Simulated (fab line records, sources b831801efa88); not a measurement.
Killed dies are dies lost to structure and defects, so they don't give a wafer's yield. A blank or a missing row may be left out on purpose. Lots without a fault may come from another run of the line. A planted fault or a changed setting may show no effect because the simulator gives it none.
Which tool did it? | flow gf180mcu | 15 lots, 45 wafers sampled, at 5 steps of a route of 602

WHAT THE GAUGES READ, wafer by wafer
GF_M1_OVL_MEAS_15.
lot  | measured     | on         | M1_OVL (nm)
L773 | day 17 08:37 | overlay-01 | 1 8 -2
L774 | day 17 16:04 | overlay-02 | 3 8 8
L775 | day 18 05:55 | overlay-02 | 7 -2 -3
L776 | day 18 06:13 | overlay-01 | 4 6 5
L777 | day 18 16:37 | overlay-02 | 4 4 6
L779 | day 19 10:04 | overlay-02 | -1 -1 0
L782 | day 20 09:39 | overlay-02 | 2 -3 9
L783 | day 20 17:54 | overlay-01 | 0 -1 2
L784 | day 21 03:04 | overlay-01 | -5 -8 -5
L787 | day 22 09:07 | overlay-02 | 1 1 1
L788 | day 22 16:52 | overlay-02 | -2 3 -5
L789 | day 23 07:01 | overlay-01 | 3 18 9
L790 | day 23 09:34 | overlay-01 | 3 -5 -2
L795 | day 24 16:39 | overlay-01 | 10 2 2
L796 | day 24 22:52 | overlay-02 | 6 7 3

GF_V1_RS_MEAS_24: measures by four-point-probe.
lot  | measured     | on            | V1_W_RS (ohm/sq)
L773 | day 18 10:49 | film_metro-02 | 0.327 0.326 0.327
L774 | day 18 18:13 | film_metro-02 | 0.329 0.332 0.331
L775 | day 19 07:55 | film_metro-03 | 0.331 0.332 0.333
L776 | day 19 08:28 | film_metro-04 | 0.327 0.331 0.329
L777 | day 19 19:10 | film_metro-02 | 0.327 0.333 0.327
L779 | day 20 12:38 | film_metro-03 | 0.334 0.333 0.332
L782 | day 21 11:57 | film_metro-02 | 0.335 0.330 0.332
L783 | day 21 20:11 | film_metro-04 | 0.329 0.329 0.326
L784 | day 22 05:04 | film_metro-04 | 0.327 0.329 0.330
L787 | day 23 11:22 | film_metro-03 | 44.325 44.048 44.617
L788 | day 23 17:44 | film_metro-04 | 43.046 43.516 43.074
L789 | day 24 06:47 | film_metro-02 | 43.810 43.964 44.135
L790 | day 24 09:59 | film_metro-04 | 0.325 0.324 0.325
L795 | day 25 16:32 | film_metro-04 | 0.329 0.326 0.323
L796 | day 25 21:43 | film_metro-03 | 0.329 0.331 0.331

GF_V1_THK_MEAS_25: measures by xrf.
lot  | measured     | on            | V1_W_THK (nm)
L773 | day 18 10:55 | film_metro-02 | 349 351 348
L774 | day 18 18:20 | film_metro-02 | 348 342 347
L775 | day 19 08:02 | film_metro-03 | 345 347 343
L776 | day 19 08:34 | film_metro-04 | 356 351 352
L777 | day 19 19:17 | film_metro-02 | 349 344 349
L779 | day 20 12:46 | film_metro-03 | 340 341 346
L782 | day 21 12:04 | film_metro-02 | 340 347 346
L783 | day 21 20:18 | film_metro-04 | 354 352 358
L784 | day 22 05:11 | film_metro-04 | 355 353 350
L787 | day 23 11:28 | film_metro-03 | <0 <0 <0
L788 | day 23 17:51 | film_metro-04 | - - <0
L789 | day 24 06:55 | film_metro-02 | <0 <0 <0
L790 | day 24 10:05 | film_metro-04 | 359 359 360
L795 | day 25 16:40 | film_metro-04 | 354 357 359
L796 | day 25 21:49 | film_metro-03 | 349 346 347

WHICH TOOL RAN EACH LOT (tool, then ch and the chambers of the sampled wafers, then the start)
lot  | GF_V1_STRIP_18                       | GF_V1_CVD_23
L773 | plasma_asher-02 ch 0,1, day 18 10:04 | cvd_w-02 ch 0,1, day 18 10:43
L774 | plasma_asher-01 ch 0,1, day 18 17:26 | cvd_w-02 ch 0, day 18 18:05
L775 | plasma_asher-04 ch 0,1, day 19 07:10 | cvd_w-01 ch 0,1, day 19 07:48
L776 | plasma_asher-02 ch 0,1, day 19 07:43 | cvd_w-02 ch 0,1, day 19 08:21
L777 | plasma_asher-02 ch 0,1, day 19 18:24 | cvd_w-01 ch 0, day 19 19:02
L779 | plasma_asher-04 ch 0,1, day 20 11:54 | cvd_w-01 ch 1, day 20 12:32
L782 | plasma_asher-04 ch 0,1, day 21 11:11 | cvd_w-02 ch 0,1, day 21 11:50
L783 | plasma_asher-02 ch 0,1, day 21 19:26 | cvd_w-02 ch 0,1, day 21 20:04
L784 | plasma_asher-01 ch 0,1, day 22 03:49 | cvd_w-01 ch 0, day 22 04:57
L787 | plasma_asher-04 ch 0,1, day 23 10:19 | cvd_w-02 ch 0,1, day 23 11:13
L788 | plasma_asher-02 ch 1, day 23 15:40   | cvd_w-02 ch 0, day 23 17:31
L789 | plasma_asher-04 ch 0,1, day 24 06:02 | cvd_w-02 ch 0,1, day 24 06:41
L790 | plasma_asher-01 ch 0,1, day 24 09:14 | cvd_w-02 ch 0,1, day 24 09:52
L795 | plasma_asher-01 ch 0,1, day 25 15:44 | cvd_w-02 ch 0,1, day 25 16:25
L796 | plasma_asher-01 ch 0,1, day 25 20:56 | cvd_w-01 ch 0,1, day 25 21:37
- GF_V1_STRIP_18: strips in O2/N2.
- GF_V1_CVD_23: deposits W, target thk 350 nm, time 105.05 s.

WHAT THE TOOLS THEMSELVES READ (means of the sampled wafers that have a number; where no wafer has one, the mark that the record gives instead)
GF_V1_STRIP_18.
lot  | tool            | drypump_motor_current_A (A) | heater_power_w (W) | n2_flow_sccm (sccm) | oes_product_au (a.u.)
L773 | plasma_asher-02 | 5.5                         | 304                | 300.9               | 0.589
L774 | plasma_asher-01 | 5.7                         | 327                | 301.2               | 0.597
L775 | plasma_asher-04 | 5.4                         | 284                | 299.2               | 0.596
L776 | plasma_asher-02 | 5.6                         | 310                | 300.2               | 0.592
L777 | plasma_asher-02 | 5.5                         | 309                | 299.2               | 0.594
L779 | plasma_asher-04 | 5.6                         | 282                | 300.5               | 0.599
L782 | plasma_asher-04 | 5.7                         | 283                | 299.7               | 0.595
L783 | plasma_asher-02 | 5.6                         | 308                | 300.1               | 0.598
L784 | plasma_asher-01 | 6.1                         | 326                | 300.4               | 0.589
L787 | plasma_asher-04 | 5.4                         | 280                | 299.8               | 0.594
L788 | plasma_asher-02 | 5.7                         | 313                | 299.6               | 0.593
L789 | plasma_asher-04 | 5.4                         | 279                | 300.8               | 0.595
L790 | plasma_asher-01 | 6.1                         | 325                | 299.4               | 0.590
L795 | plasma_asher-01 | 6.1                         | 322                | 300.2               | 0.592
L796 | plasma_asher-01 | 6.1                         | 330                | 299.4               | 0.598

GF_V1_CVD_23.
lot  | tool     | chamber_pressure_Torr (Torr) | heater_power_outer_w (W) | heater_power_w (W)
L773 | cvd_w-02 | 39.97                        | 572                      | 913
L774 | cvd_w-02 | 40.03                        | 530                      | 838
L775 | cvd_w-01 | 40.04                        | 559                      | 899
L776 | cvd_w-02 | 39.96                        | 533                      | 879
L777 | cvd_w-01 | 39.97                        | 593                      | 975
L779 | cvd_w-01 | 39.98                        | 504                      | 815
L782 | cvd_w-02 | 39.96                        | 547                      | 861
L783 | cvd_w-02 | 39.95                        | 552                      | 874
L784 | cvd_w-01 | 40.08                        | 600                      | 963
L787 | cvd_w-02 | -                            | -                        | -
L788 | cvd_w-02 | -                            | -                        | -
L789 | cvd_w-02 | -                            | -                        | -
L790 | cvd_w-02 | 40.04                        | 556                      | 867
L795 | cvd_w-02 | 40.07                        | 556                      | 877
L796 | cvd_w-01 | 40.03                        | 568                      | 903

THE ANSWER, worked out from the rows above alone
Rule: what is usual is taken from the lots themselves. Put in order of their means at a reading, lots are off if they are a third of the lots or fewer, leave a main group of 4 or more, and stand apart from it by a gap of 3 or more times the standard deviation of the main group's means; of several such gaps the widest counts. A main group whose means are all the same, to the digits that the tables above print for the reading, isn't used. A lot without any number at a reading at which 4 lots or more have one is off too. The other lots that the step has rows for count as sound. The gauges are gone through in route order, then the tools' own readings, and for those a lot's mean is taken as printed above. The first step at which some lot is off is used, and at that step the reading that is off furthest; a lot without a number counts as furthest.
Off: L787, L788, L789, at GF_V1_RS_MEAS_24 (V1_W_RS). The main group: mean 0.329 ohm/sq, standard deviation 0.0025.
A tool fits if, at a process step before that reading, it ran every lot that is off, and no sound lot after the first of them. The gauges at GF_V1_RS_MEAS_24 aren't tried: what is off there is off at GF_V1_CVD_23 too, on other tools, and a gauge's error can't cause that. None of those tried fits.

WHAT THE SIMULATOR HAD PUT IN
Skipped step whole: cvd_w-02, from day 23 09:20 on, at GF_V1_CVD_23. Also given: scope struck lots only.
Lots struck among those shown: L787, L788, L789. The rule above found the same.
